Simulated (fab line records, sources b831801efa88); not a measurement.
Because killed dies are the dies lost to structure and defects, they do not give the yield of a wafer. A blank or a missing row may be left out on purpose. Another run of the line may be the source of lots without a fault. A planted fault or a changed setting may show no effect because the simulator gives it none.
One fault seen from 2 desks || flow gf180mcu || every desk sees just its own numbers, and what lay behind them comes last

AT THE TOOL OWNER'S DESK: rie-diel-02
The tool's own readings at GF_SAB_ETCH_11 (etches SiO2 in C4F8/O2/Ar, target depth 55 nm, time 8.5 s): means of the sampled wafers that have a number, for each lot that ran on this tool. The brackets show how far a lot's mean lies from the usual mean; more than 4 standard deviations puts the lot out of limits, marked OUT.
Columns: A = oes-product-au at GF_SAB_ETCH_11, usual 1.000 a.u.; B = rf-fwd-power-W at GF_SAB_ETCH_11, usual 1471 W
{"lot": "L987", "first seen here": "day 14 23:35", "A": 1.000, "B": 1477}
{"lot": "L993", "first seen here": "day 17 04:25", "A": 1.001, "B": 1467}
{"lot": "L100", "first seen here": "day 20 06:31", "A": "0.895 (-12) OUT", "B": 1472}
{"lot": "L101", "first seen here": "day 20 09:25", "A": "0.885 (-13) OUT", "B": 1472}
{"lot": "L102", "first seen here": "day 20 20:34", "A": "0.888 (-13) OUT", "B": 1470}
This desk's finding: out of limits on L100, L101, L102; first on L100, day 20 06:31 (oes-product-au at GF_SAB_ETCH_11). L987, L993: within limits.

FROM THE METROLOGY DESK
Lot by lot, what the gauges showed, no matter which tool ran the lot: averages of those sampled wafers that carry a number. The brackets show how far a lot's mean lies from the usual mean; more than 4 standard deviations puts the lot out of limits, marked OUT.
Columns: A = PSD_RS at GF_PSD_RS_MEAS_15, usual 108.58 ohm/sq; B = SAB_CVD_00_THK at GF_SAB_THK_MEAS_01, usual 50.0 nm; C = cd-nm at GF_SAB_CD_MEAS_09, usual 419.3 nm; D = SAB_OVL at GF_SAB_OVL_MEAS_10, usual -0.2 nm
{"lot": "L987", "first seen here": "day 14 02:44", "A": 108.50, "B": 50.0, "C": 421.2, "D": 0.5}
{"lot": "L993", "first seen here": "day 16 06:32", "A": 108.62, "B": 50.1, "C": 415.7, "D": 0.7}
{"lot": "L100", "first seen here": "day 19 05:52", "A": 108.89, "B": 49.9, "C": 418.7, "D": -1.7}
{"lot": "L101", "first seen here": "day 19 08:27", "A": 108.59, "B": 49.8, "C": 420.6, "D": -1.8}
{"lot": "L102", "first seen here": "day 19 20:08", "A": 108.95, "B": 50.1, "C": 420.9, "D": -1.1}
{"lot": "L106", "first seen here": "day 21 10:34", "A": 109.01, "B": 50.7, "C": 420.6, "D": 2.2}
{"lot": "L110", "first seen here": "day 22 12:46", "A": 108.52, "B": 50.9, "C": 422.7, "D": -0.5}
This desk found nothing out of limits on any of the 7 lots.

TAKEN TOGETHER
An alarm could have come from the tool owner's desk at day 20 06:31, on L100, L101, L102.
From the metrology desk's view, nothing was out of limits.
The metrology desk has L100, L101, L102 on record, within its limits.
GF_SAB_ETCH_11 was run on rie-diel-02 by each of the lots named.

WHAT HAD BEEN PUT IN BY THE SIMULATOR
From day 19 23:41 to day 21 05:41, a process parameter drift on rie-diel-02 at GF_SAB_ETCH_11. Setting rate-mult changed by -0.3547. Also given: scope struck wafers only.
Shown lots that were struck: L100, L101, L102.
How many hours passed from the start of the fault until each desk's first out-of-limits reading: the tool owner's desk, 7.
